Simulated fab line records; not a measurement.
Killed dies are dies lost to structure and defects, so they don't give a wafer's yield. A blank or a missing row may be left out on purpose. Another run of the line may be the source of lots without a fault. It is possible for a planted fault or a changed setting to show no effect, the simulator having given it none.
The tool behind it: which one? ; flow gf180mcu ; 14 lots, 42 wafers sampled, at 5 steps of a route of 602

WHAT EACH GAUGE READ, for each wafer
GF_STI_CD_MEAS_12 targets a cd of 220 nm. Usual: cd_nm at 220.0 nm, with a standard deviation of 1.4.
lot;measured;on;cd_nm (nm);flag
L113;day 2 00:36;cd_sem-01;223.1 224.0 223.3;
L114;day 2 07:42;cd_sem-02;219.2 220.4 221.8;
L115;day 2 12:34;cd_sem-01;218.9 218.9 219.0;
L116;day 2 16:34;cd_sem-02;220.3 220.5 220.0;
L117;day 2 22:17;cd_sem-02;219.4 221.1 220.1;
L118;day 3 02:45;cd_sem-02;219.5 218.6 219.1;
L119;day 3 08:19;cd_sem-02;220.4 220.6 220.9;
L120;day 3 14:51;cd_sem-01;217.7 216.7 218.0;
L121;day 3 18:55;cd_sem-01;217.9 219.7 219.9;
L122;day 4 00:36;cd_sem-01;218.5 159.7 160.5;OFF
L123;day 4 06:25;cd_sem-02;218.3 159.4 158.5;OFF
L126;day 4 19:20;cd_sem-02;221.5 221.2 221.4;
L135;day 6 18:08;cd_sem-02;220.5 219.4 221.1;
L136;day 7 00:22;cd_sem-02;221.4 221.4 220.6;

GF_VT_IMPLANT_OVL_MEAS_07. Usual: for VT_IMPLANT_OVL the level is 1.4 nm and the standard deviation is 1.4.
lot;measured;on;VT_IMPLANT_OVL (nm);flag
L113;day 5 12:05;overlay-01;1.6 0.5 1.0;
L114;day 5 21:58;overlay-02;3.1 2.3 4.9;
L115;day 6 01:16;overlay-01;1.5 2.8 2.1;
L116;day 6 06:55;overlay-01;1.9 -0.1 0.9;
L117;day 6 22:01;overlay-01;-0.1 -1.2 -2.4;
L118;day 7 00:38;overlay-01;1.8 0.4 1.4;
L119;day 7 09:07;overlay-02;2.6 0.3 1.6;
L120;day 7 16:10;overlay-02;-0.2 0.3 1.1;
L121;day 7 19:08;overlay-02;2.0 1.4 1.4;
L122;day 8 00:11;overlay-02;3.2;
L123;day 8 02:59;overlay-02;5.2;
L126;day 8 23:04;overlay-02;2.2 3.3 0.6;
L135;day 11 07:04;overlay-02;1.7 1.9 3.4;
L136;day 11 13:46;overlay-02;3.0 1.7 1.4;

GF_M1_RS_MEAS_05: the measuring method here is four-point-probe. Usual: for M1_ALCU_RS the level is 0.0694 ohm/sq and the standard deviation is 0.00075.
lot;measured;on;M1_ALCU_RS (ohm/sq);flag
L113;day 15 21:37;film_metro-01;0.0696 0.0702 0.0700;
L114;day 16 15:05;film_metro-03;0.0690 0.0695 0.0696;
L115;day 16 19:37;film_metro-03;0.0689 0.0686 0.0691;
L116;day 17 04:57;film_metro-03;0.0692 0.0697 0.0694;
L117;day 18 03:14;film_metro-01;0.0701 0.0704 0.0703;
L118;day 18 08:37;film_metro-03;0.0698 0.0700 0.0696;
L119;day 18 21:05;film_metro-03;0.0700 0.0698 0.0698;
L120;day 19 04:05;film_metro-03;0.0695 0.0687 0.0694;
L121;day 19 07:16;film_metro-02;0.0698 0.0705 0.0698;
L122;day 19 15:53;film_metro-02;0.0694;
L123;day 19 21:31;film_metro-03;0.0681;
L126;day 21 00:56;film_metro-02;0.0682 0.0676 0.0681;
L135;day 23 21:13;film_metro-03;0.0692 0.0695 0.0691;
L136;day 24 05:35;film_metro-01;0.0700 0.0697 0.0693;

WHICH TOOL RAN EACH LOT (tool, then ch and the chambers of the sampled wafers, then the start)
lot;GF_STI_EXPOSE_09;GF_M1_SPUTTER_02
L113;krf_scanner-01 ch 0, day 1 19:12;pvd_sputter-02, day 15 21:29
L114;krf_scanner-02 ch 0, day 2 01:56;pvd_sputter-03, day 16 14:58
L115;krf_scanner-01 ch 0, day 2 06:38;pvd_sputter-02, day 16 19:32
L116;krf_scanner-01 ch 0, day 2 10:16;pvd_sputter-02, day 17 04:52
L117;krf_scanner-02 ch 0, day 2 16:22;pvd_sputter-01, day 18 03:08
L118;krf_scanner-02 ch 0, day 2 21:00;pvd_sputter-02, day 18 08:29
L119;krf_scanner-02 ch 0, day 3 02:10;pvd_sputter-02, day 18 20:59
L120;krf_scanner-01 ch 0, day 3 08:22;pvd_sputter-02, day 19 03:58
L121;krf_scanner-02 ch 0, day 3 12:32;pvd_sputter-01, day 19 07:10
L122;krf_scanner-02 ch 0, day 3 18:48;pvd_sputter-01, day 19 15:45
L123;krf_scanner-02 ch 0, day 4 00:01;pvd_sputter-02, day 19 21:22
L126;krf_scanner-01 ch 0, day 4 13:05;pvd_sputter-02, day 21 00:49
L135;krf_scanner-01 ch 0, day 6 10:51;pvd_sputter-02, day 23 21:06
L136;krf_scanner-02 ch 0, day 6 16:44;pvd_sputter-01, day 24 05:28
- GF_STI_EXPOSE_09: exposes mask COMP, target cd 220 nm.
- GF_M1_SPUTTER_02: material AlCu, target thk 450 nm, time 23.9 s.

AS READ BY THE TOOLS THEMSELVES (means over the sampled wafers that have a number; for cases with no such wafer, the mark the record gives instead)
GF_M1_SPUTTER_02. Usual: throttle_valve_pct at 30.0 %, with a standard deviation of 0.73.
lot;tool;throttle_valve_pct (%);flag
L113;pvd_sputter-02;30.4;
L114;pvd_sputter-03;29.9;
L115;pvd_sputter-02;29.5;
L116;pvd_sputter-02;29.0;
L117;pvd_sputter-01;30.1;
L118;pvd_sputter-02;29.5;
L119;pvd_sputter-02;30.0;
L120;pvd_sputter-02;29.9;
L121;pvd_sputter-01;30.2;
L122;pvd_sputter-01;29.4;
L123;pvd_sputter-02;28.9;
L126;pvd_sputter-02;29.2;
L135;pvd_sputter-02;30.1;
L136;pvd_sputter-01;30.5;

THE ANSWER, worked out from the rows above alone
Rule: a lot is off if the mean of its wafers that have a number lies more than 3 standard deviations from the usual mean. Also off: a lot with no number at a reading for which 4 or more lots have one. Where the step has rows for the other lots, those lots are counted as sound. The gauges are gone through in route order, then the tools' own readings, and for those a lot's mean is taken as printed above. At the first step where some lot is off, the reading lying furthest off is the one used; lots without a number count as furthest.
Off, at GF_STI_CD_MEAS_12 on cd_nm: L122, L123.
A tool fits if, at a process step before that reading, it ran every lot that is off, and no sound lot after the first of them. Those tools and the gauges at GF_STI_CD_MEAS_12 are tried in the same way. Not one of the candidates tried fits.

WHAT HAD BEEN PUT IN BY THE SIMULATOR
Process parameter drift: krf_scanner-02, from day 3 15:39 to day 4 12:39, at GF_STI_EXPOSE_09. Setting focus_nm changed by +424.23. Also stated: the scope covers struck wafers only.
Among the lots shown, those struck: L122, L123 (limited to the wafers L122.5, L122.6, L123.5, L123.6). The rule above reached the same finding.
